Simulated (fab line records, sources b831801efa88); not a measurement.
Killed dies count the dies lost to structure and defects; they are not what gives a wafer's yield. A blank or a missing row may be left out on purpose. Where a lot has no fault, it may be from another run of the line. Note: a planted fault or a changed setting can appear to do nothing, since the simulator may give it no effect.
Problem report in the 8D (eight disciplines) form, filled by code :: flow gf180mcu :: the parts of the form that need people (team, actions taken, sign-off) are left out

== 1. THE PROBLEM ==
At GF_V2_SOFTBAKE_10, heater_power_total_W averages 94.14 W over 9 wafers from 3 lots, while fault-free wafers read 93.05 W, standard deviation 0.059. Relative to the usual mean, that is a shift of +18 standard deviations.
The step: time 60 s.
Earliest sighting: wafer L811.3 on litho_track-01 at day 26 11:00. The record has a number at this step for 42 wafers belonging to 14 lots. Rule for "out", or "out of limits": more than 4 standard deviations from the usual mean. Any other wafer with a number is counted as sound.

== 2. WHAT IT IS AND WHAT IT IS NOT ==
question: which readings at this step
is: heater_power_total_W, plate_temp_C
is not: -

question: which lots
is: L811, L813, L815
is not: L794, L795, L796, L797, L799, L800, L803, L805, L807, L816, L817

question: which wafers of those lots
is: all that have a number
is not: -

question: read on which tools
is: litho_track-01
is not: litho_track-02, litho_track-03

question: when
is: from day 26 11:00
is not: up to then (27 sound wafers); but 6 sound wafers of L816, L817 came after

== 3. THE SUSPECTS, EACH WITH WHAT RULES IT OUT ==
Counting: a tool at a process step up to the reading stays a suspect if it ran every lot that is out and no sound lot after the first of them.
- litho_track-01 at GF_V2_SOFTBAKE_10 (time 60 s): kept. Every lot that is out went through it, starting with L811 (day 26 11:00), and after that it ran no sound lot; the last sound lot it ran before then is L800 (day 22 22:00). On those wafers its own readings are out: heater_power_total_W, plate_temp_C.
After counting, what remains is litho_track-01 at GF_V2_SOFTBAKE_10.

== 4. THE CAUSE (what the simulator had put in) ==
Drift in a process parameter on litho_track-01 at GF_V2_SOFTBAKE_10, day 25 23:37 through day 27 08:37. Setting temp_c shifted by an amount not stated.
The count eliminated every tool but this one.

== 5. SEQUENCE OF EFFECTS, ordered by route ==
Rows list readings where the struck wafers' mean (over those with a number) sits beyond 3 standard deviations from the usual. Only readings whose record carries a usual standard deviation are examined. hours: median over the lots of the time between each lot's start at the first step of this table that gives one and its start at this step. sigmas: the change, counted in usual standard deviations.
hours: 0
step: GF_V2_SOFTBAKE_10
reading: heater_power_total_W
usual: 93.05 W
on struck wafers: 94.14
change: +1.09
sigmas: +18

hours: 0
step: GF_V2_SOFTBAKE_10
reading: plate_temp_C
usual: 130.00 C
on struck wafers: 131.17
change: +1.17
sigmas: +9.0
The process steps in it:
- GF_V2_SOFTBAKE_10: time 60 s.

== 6. WHAT WOULD HAVE CAUGHT IT SOONER ==
In this record no reading fell out of limits until day 26 11:00, 11 hours after the fault had begun at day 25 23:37.
